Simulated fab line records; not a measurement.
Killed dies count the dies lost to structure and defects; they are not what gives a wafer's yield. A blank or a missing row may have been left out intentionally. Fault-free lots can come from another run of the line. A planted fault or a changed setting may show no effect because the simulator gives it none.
Which tool is to blame? / flow gf180mcu / 13 lots with 39 wafers sampled at 5 steps, on a route of 602 steps

## WHAT THE GAUGES READ, wafer by wafer
GF_HV_LDD_OVL_MEAS_32. Usual: for HV_LDD_02_OVL the level is -0.2 nm and the standard deviation is 1.5.
lot=L275; measured=day 11 23:22; on=overlay-02; HV_LDD_02_OVL (nm)=-1.0 1.2 -0.1; flag=
lot=L277; measured=day 12 09:31; on=overlay-02; HV_LDD_02_OVL (nm)=-0.2 -0.6 0.1; flag=
lot=L278; measured=day 12 23:37; on=overlay-01; HV_LDD_02_OVL (nm)=-1.3 -2.4 -1.9; flag=
lot=L279; measured=day 13 06:29; on=overlay-02; HV_LDD_02_OVL (nm)=0.3 0.3 2.3; flag=
lot=L281; measured=day 14 00:33; on=overlay-02; HV_LDD_02_OVL (nm)=-0.4 -1.6 -0.4; flag=
lot=L282; measured=day 14 05:14; on=overlay-02; HV_LDD_02_OVL (nm)=-0.4 -0.1 2.4; flag=
lot=L284; measured=day 14 19:59; on=overlay-01; HV_LDD_02_OVL (nm)=1.3 2.3 0.6; flag=
lot=L285; measured=day 15 01:26; on=overlay-01; HV_LDD_02_OVL (nm)=1.6 0.8 2.6; flag=
lot=L286; measured=day 15 11:08; on=overlay-01; HV_LDD_02_OVL (nm)=0.3 0.4 0.5; flag=
lot=L288; measured=day 16 04:17; on=overlay-01; HV_LDD_02_OVL (nm)=-0.6 -0.3 -2.6; flag=
lot=L293; measured=day 17 15:15; on=overlay-02; HV_LDD_02_OVL (nm)=-2.0 -0.5 0.0; flag=
lot=L294; measured=day 18 00:49; on=overlay-02; HV_LDD_02_OVL (nm)=0.0 -0.8 -0.6; flag=
lot=L295; measured=day 18 11:59; on=overlay-01; HV_LDD_02_OVL (nm)=0.8 0.0 1.4; flag=

GF_HV_LDD_THK_MEAS_57. Usual: for HV_LDD_CVD_56_THK the level is 90.2 nm and the standard deviation is 0.82.
lot=L275; measured=day 12 23:21; on=film_metro-01; HV_LDD_CVD_56_THK (nm)=91.8 90.9 90.8; flag=
lot=L277; measured=day 13 09:04; on=film_metro-03; HV_LDD_CVD_56_THK (nm)=90.9 90.7 91.2; flag=
lot=L278; measured=day 13 23:36; on=film_metro-03; HV_LDD_CVD_56_THK (nm)=91.4 91.7 92.3; flag=
lot=L279; measured=day 14 06:23; on=film_metro-01; HV_LDD_CVD_56_THK (nm)=90.4 90.0 91.2; flag=
lot=L281; measured=day 15 00:53; on=film_metro-03; HV_LDD_CVD_56_THK (nm)=90.6 90.9 90.8; flag=
lot=L282; measured=day 15 05:55; on=film_metro-02; HV_LDD_CVD_56_THK (nm)=90.9 90.3 90.1; flag=
lot=L284; measured=day 15 21:31; on=film_metro-01; HV_LDD_CVD_56_THK (nm)=91.1 90.6 90.1; flag=
lot=L285; measured=day 16 03:17; on=film_metro-03; HV_LDD_CVD_56_THK (nm)=88.9 89.4 89.2; flag=
lot=L286; measured=day 16 12:34; on=film_metro-03; HV_LDD_CVD_56_THK (nm)=89.4 89.8 89.0; flag=
lot=L288; measured=day 17 06:57; on=film_metro-01; HV_LDD_CVD_56_THK (nm)=88.8 90.4 89.3; flag=
lot=L293; measured=day 18 18:58; on=film_metro-03; HV_LDD_CVD_56_THK (nm)=90.0 89.1 90.3; flag=
lot=L294; measured=day 19 06:13; on=film_metro-01; HV_LDD_CVD_56_THK (nm)=90.9 91.6 90.3; flag=
lot=L295; measured=day 19 16:05; on=film_metro-02; HV_LDD_CVD_56_THK (nm)=89.7 89.4 89.2; flag=

GF_NSD_CD_MEAS_07: the cd target is 400 nm. Usual: cd_nm reads 400.0 nm (standard deviation 2.4).
lot=L275; measured=day 13 19:07; on=cd_sem-01; cd_nm (nm)=400.3 400.7 400.0; flag=
lot=L277; measured=day 14 05:22; on=cd_sem-01; cd_nm (nm)=404.9 405.2 402.4; flag=
lot=L278; measured=day 14 20:29; on=cd_sem-01; cd_nm (nm)=402.5 401.5 401.4; flag=
lot=L279; measured=day 15 02:55; on=cd_sem-02; cd_nm (nm)=397.4 395.7 396.4; flag=
lot=L281; measured=day 15 22:28; on=cd_sem-01; cd_nm (nm)=399.4 402.6 401.7; flag=
lot=L282; measured=day 16 03:40; on=cd_sem-02; cd_nm (nm)=398.6 397.7 398.2; flag=
lot=L284; measured=day 16 20:36; on=cd_sem-02; cd_nm (nm)=400.3 400.6 401.9; flag=
lot=L285; measured=day 17 01:58; on=cd_sem-02; cd_nm (nm)=401.2 400.9 400.9; flag=
lot=L286; measured=day 17 11:13; on=cd_sem-02; cd_nm (nm)=402.1 402.8 403.5; flag=
lot=L288; measured=day 18 06:26; on=cd_sem-01; cd_nm (nm)=404.2 402.3 401.6; flag=
lot=L293; measured=day 19 18:46; on=cd_sem-01; cd_nm (nm)=385.2 386.7 385.2; flag=OFF
lot=L294; measured=day 20 06:21; on=cd_sem-01; cd_nm (nm)=397.6 398.7 400.6; flag=
lot=L295; measured=day 20 16:25; on=cd_sem-02; cd_nm (nm)=383.4 379.4 381.8; flag=OFF

GF_NSD_OVL_MEAS_08. Usual: for NSD_OVL the level is -0.4 nm and the standard deviation is 1.6.
lot=L275; measured=day 13 19:14; on=overlay-02; NSD_OVL (nm)=-2.4 -0.2 1.2; flag=
lot=L277; measured=day 14 05:26; on=overlay-01; NSD_OVL (nm)=1.7 3.3 1.1; flag=
lot=L278; measured=day 14 20:36; on=overlay-02; NSD_OVL (nm)=-2.2 0.1 0.5; flag=
lot=L279; measured=day 15 03:02; on=overlay-01; NSD_OVL (nm)=-0.6 -0.8 0.7; flag=
lot=L281; measured=day 15 22:35; on=overlay-02; NSD_OVL (nm)=-2.1 -0.1 0.2; flag=
lot=L282; measured=day 16 03:45; on=overlay-01; NSD_OVL (nm)=1.4 0.4 2.7; flag=
lot=L284; measured=day 16 20:43; on=overlay-02; NSD_OVL (nm)=1.1 -0.2 1.0; flag=
lot=L285; measured=day 17 02:05; on=overlay-01; NSD_OVL (nm)=-0.8 0.9 -1.0; flag=
lot=L286; measured=day 17 11:18; on=overlay-02; NSD_OVL (nm)=-2.6 -1.8 -1.4; flag=
lot=L288; measured=day 18 06:34; on=overlay-02; NSD_OVL (nm)=0.6 -0.1 -1.1; flag=
lot=L293; measured=day 19 18:51; on=overlay-02; NSD_OVL (nm)=-0.2 0.0 -1.8; flag=
lot=L294; measured=day 20 06:28; on=overlay-01; NSD_OVL (nm)=1.0 -0.5 0.4; flag=
lot=L295; measured=day 20 16:32; on=overlay-02; NSD_OVL (nm)=0.0 2.3 1.7; flag=

## EACH LOT AND THE TOOL THAT RAN IT (in order: tool; ch and the chambers of the sampled wafers; start)
lot=L275; GF_NSD_COAT_02=litho_track-01 ch 0, day 13 08:52
lot=L277; GF_NSD_COAT_02=litho_track-01 ch 0, day 13 19:05
lot=L278; GF_NSD_COAT_02=litho_track-03 ch 0, day 14 09:56
lot=L279; GF_NSD_COAT_02=litho_track-04 ch 0, day 14 16:16
lot=L281; GF_NSD_COAT_02=litho_track-04 ch 0, day 15 11:21
lot=L282; GF_NSD_COAT_02=litho_track-04 ch 0, day 15 16:52
lot=L284; GF_NSD_COAT_02=litho_track-04 ch 0, day 16 08:22
lot=L285; GF_NSD_COAT_02=litho_track-03 ch 0, day 16 14:24
lot=L286; GF_NSD_COAT_02=litho_track-01 ch 0, day 16 23:49
lot=L288; GF_NSD_COAT_02=litho_track-04 ch 0, day 17 18:19
lot=L293; GF_NSD_COAT_02=litho_track-04 ch 0, day 19 06:58
lot=L294; GF_NSD_COAT_02=litho_track-01 ch 0, day 19 17:52
lot=L295; GF_NSD_COAT_02=litho_track-04 ch 0, day 20 04:13
- GF_NSD_COAT_02: resist thk 1000 nm.

## WHAT THE TOOLS THEMSELVES READ (means of the sampled wafers that have a number; where no wafer has one, the mark that the record gives instead)
GF_NSD_COAT_02. Usual: spin_speed_rpm reads 3000.2 rpm (standard deviation 1.8).
lot=L275; tool=litho_track-01; spin_speed_rpm (rpm)=3002.1; flag=
lot=L277; tool=litho_track-01; spin_speed_rpm (rpm)=3000.3; flag=
lot=L278; tool=litho_track-03; spin_speed_rpm (rpm)=3001.5; flag=
lot=L279; tool=litho_track-04; spin_speed_rpm (rpm)=3000.9; flag=
lot=L281; tool=litho_track-04; spin_speed_rpm (rpm)=2999.6; flag=
lot=L282; tool=litho_track-04; spin_speed_rpm (rpm)=2999.6; flag=
lot=L284; tool=litho_track-04; spin_speed_rpm (rpm)=3000.0; flag=
lot=L285; tool=litho_track-03; spin_speed_rpm (rpm)=3000.0; flag=
lot=L286; tool=litho_track-01; spin_speed_rpm (rpm)=3000.3; flag=
lot=L288; tool=litho_track-04; spin_speed_rpm (rpm)=3000.0; flag=
lot=L293; tool=litho_track-04; spin_speed_rpm (rpm)=2217.1; flag=OFF
lot=L294; tool=litho_track-01; spin_speed_rpm (rpm)=3000.6; flag=
lot=L295; tool=litho_track-04; spin_speed_rpm (rpm)=2218.6; flag=OFF

## THE ANSWER, worked out from the rows above alone
Rule: take the mean of a lot's wafers that have a number; if it is more than 3 standard deviations from the usual mean, the lot is off. Also off: a lot with no number at a reading for which 4 or more lots have one. Where the step has rows for the other lots, those lots are counted as sound. First the gauges in route order, then the tools' own readings, where a lot's mean is used as printed above. At the first step where some lot is off, the reading lying furthest off is the one used; lots without a number count as furthest.
Off: L293, L295 (GF_NSD_CD_MEAS_07, cd_nm).
If a tool, at a process step before that reading, ran all the lots that are off and no sound lot after the first of them, it fits. Not tried: the gauges at GF_NSD_CD_MEAS_07; whatever is off there is also off at GF_NSD_COAT_02, on other tools, and gauge error can't account for it. One candidate fits, namely litho_track-04 at GF_NSD_COAT_02. A fault onset in the window from L288 (day 17 18:19, its last sound lot) to L293 (day 19 06:58, its first lot off) fits.
The tool's own readings at GF_NSD_COAT_02 bear it out: on the lots that are off they differ by more than 5 times the standard deviation of the sound lots' means. spin_speed_rpm reads 2217.8 rpm there against 3000.4 rpm on the sound lots.

## WHAT THE SIMULATOR HAD PUT IN
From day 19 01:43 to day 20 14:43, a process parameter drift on litho_track-04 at GF_NSD_COAT_02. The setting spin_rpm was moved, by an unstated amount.
Lots struck among those shown: L293, L295. The rule given above showed the same thing.
